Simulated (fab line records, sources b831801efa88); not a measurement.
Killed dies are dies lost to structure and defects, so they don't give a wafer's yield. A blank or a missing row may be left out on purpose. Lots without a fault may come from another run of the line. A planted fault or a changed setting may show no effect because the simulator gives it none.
Which tool did it? | flow sky130 | 14 lots, 42 wafers sampled, at 2 steps of a route of 708

WHAT THE GAUGES READ, wafer by wafer
The record holds no reading of a measuring or inspecting step that can be judged against a usual standard deviation.

WHICH TOOL RAN EACH LOT (tool, then ch and the chambers of the sampled wafers, then the start)
lot  | SKY_VT_ADJUST_NCORE_COAT_02       | SKY_VT_ADJUST_NCORE_STRIP_10
L924 | litho_track-01 ch 0, day 8 10:59  | plasma_asher-03 ch 0,1, day 8 21:35
L925 | litho_track-01 ch 0, day 8 23:58  | plasma_asher-04 ch 0,1, day 9 11:16
L926 | litho_track-03 ch 0, day 9 01:17  | plasma_asher-02 ch 0,1, day 9 12:26
L927 | litho_track-01 ch 0, day 9 01:41  | plasma_asher-04 ch 0,1, day 9 13:07
L928 | litho_track-04 ch 0, day 9 20:00  | plasma_asher-02 ch 0,1, day 10 07:24
L931 | litho_track-01 ch 0, day 10 04:50 | plasma_asher-02 ch 0,1, day 10 16:35
L933 | litho_track-01 ch 0, day 10 17:59 | plasma_asher-04 ch 0,1, day 11 06:00
L934 | litho_track-03 ch 0, day 11 06:30 | plasma_asher-04 ch 0, day 11 18:41
L935 | litho_track-01 ch 0, day 11 08:43 | plasma_asher-04 ch 0, day 11 20:32
L937 | litho_track-01 ch 0, day 12 01:22 | plasma_asher-02 ch 0,1, day 12 13:58
L938 | litho_track-01 ch 0, day 12 07:55 | plasma_asher-04 ch 0,1, day 12 20:43
L939 | litho_track-03 ch 0, day 12 11:47 | plasma_asher-03 ch 0,1, day 12 23:50
L945 | litho_track-03 ch 0, day 14 04:27 | plasma_asher-03 ch 0,1, day 14 18:05
L946 | litho_track-03 ch 0, day 14 07:35 | plasma_asher-02 ch 0,1, day 14 21:34
- SKY_VT_ADJUST_NCORE_COAT_02: resist thk 1140 nm.
- SKY_VT_ADJUST_NCORE_STRIP_10: strips in O2/N2.

WHAT THE TOOLS THEMSELVES READ (means of the sampled wafers that have a number; where no wafer has one, the mark that the record gives instead)
SKY_VT_ADJUST_NCORE_COAT_02. Usual: resist_line_temp_C 22.99 C, standard deviation 0.11.
lot  | tool           | resist_line_temp_C (C) | flag
L924 | litho_track-01 | 23.06                  |
L925 | litho_track-01 | 22.99                  |
L926 | litho_track-03 | 23.08                  |
L927 | litho_track-01 | 23.01                  |
L928 | litho_track-04 | 22.94                  |
L931 | litho_track-01 | 23.08                  |
L933 | litho_track-01 | 22.94                  |
L934 | litho_track-03 | 22.94                  |
L935 | litho_track-01 | 23.10                  |
L937 | litho_track-01 | 22.93                  |
L938 | litho_track-01 | 23.03                  |
L939 | litho_track-03 | 23.06                  |
L945 | litho_track-03 | 22.92                  |
L946 | litho_track-03 | 23.12                  |

SKY_VT_ADJUST_NCORE_STRIP_10. Usual: drypump_motor_current_A 5.90 A, standard deviation 0.22; oes_product_au 0.715 a.u., standard deviation 0.0051; strip_time_to_endpoint_s 14.20 s, standard deviation 0.04.
lot  | tool            | drypump_motor_current_A (A) | oes_product_au (a.u.) | strip_time_to_endpoint_s (s) | flag
L924 | plasma_asher-03 | 5.79                        | 0.717                 | 14.22                        |
L925 | plasma_asher-04 | 5.93                        | 0.715                 | 14.18                        |
L926 | plasma_asher-02 | 5.83                        | 0.713                 | 14.13                        |
L927 | plasma_asher-04 | 6.14                        | 0.717                 | 14.19                        |
L928 | plasma_asher-02 | 5.83                        | 0.712                 | 14.20                        |
L931 | plasma_asher-02 | 5.84                        | 0.717                 | 14.25                        |
L933 | plasma_asher-04 | 5.95                        | 0.718                 | 14.21                        |
L934 | plasma_asher-04 | 5.77                        | 0.718                 | 14.25                        |
L935 | plasma_asher-04 | 5.77                        | 0.715                 | 14.19                        |
L937 | plasma_asher-02 | 5.83                        | 0.716                 | 15.08                        | OFF
L938 | plasma_asher-04 | 6.15                        | 0.717                 | 15.09                        | OFF
L939 | plasma_asher-03 | 5.82                        | 0.718                 | 14.19                        |
L945 | plasma_asher-03 | 5.81                        | 0.712                 | 14.21                        |
L946 | plasma_asher-02 | 5.83                        | 0.718                 | 14.23                        |

THE ANSWER, worked out from the rows above alone
Rule: a lot is off if the mean of its wafers that have a number lies more than 3 standard deviations from the usual mean. A lot without any number at a reading at which 4 lots or more have one is off too. The other lots that the step has rows for count as sound. The gauges are gone through in route order, then the tools' own readings, and for those a lot's mean is taken as printed above. The first step at which some lot is off is used, and at that step the reading that is off furthest; a lot without a number counts as furthest.
Off: L937, L938, at SKY_VT_ADJUST_NCORE_STRIP_10 (strip_time_to_endpoint_s).
A tool fits if, at that step or a process step before it, it ran every lot that is off, and no sound lot after the first of them. One fits: litho_track-01 at SKY_VT_ADJUST_NCORE_COAT_02. Its last sound lot is L935 (day 11 08:43), its first lot that is off L937 (day 12 01:22): a fault that began between those two fits.

WHAT THE SIMULATOR HAD PUT IN
Process parameter drift: litho_track-01, from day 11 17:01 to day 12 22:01, at SKY_VT_ADJUST_NCORE_COAT_02. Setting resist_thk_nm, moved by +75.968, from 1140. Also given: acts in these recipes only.
Lots struck among those shown: L937, L938. The rule above found the same.
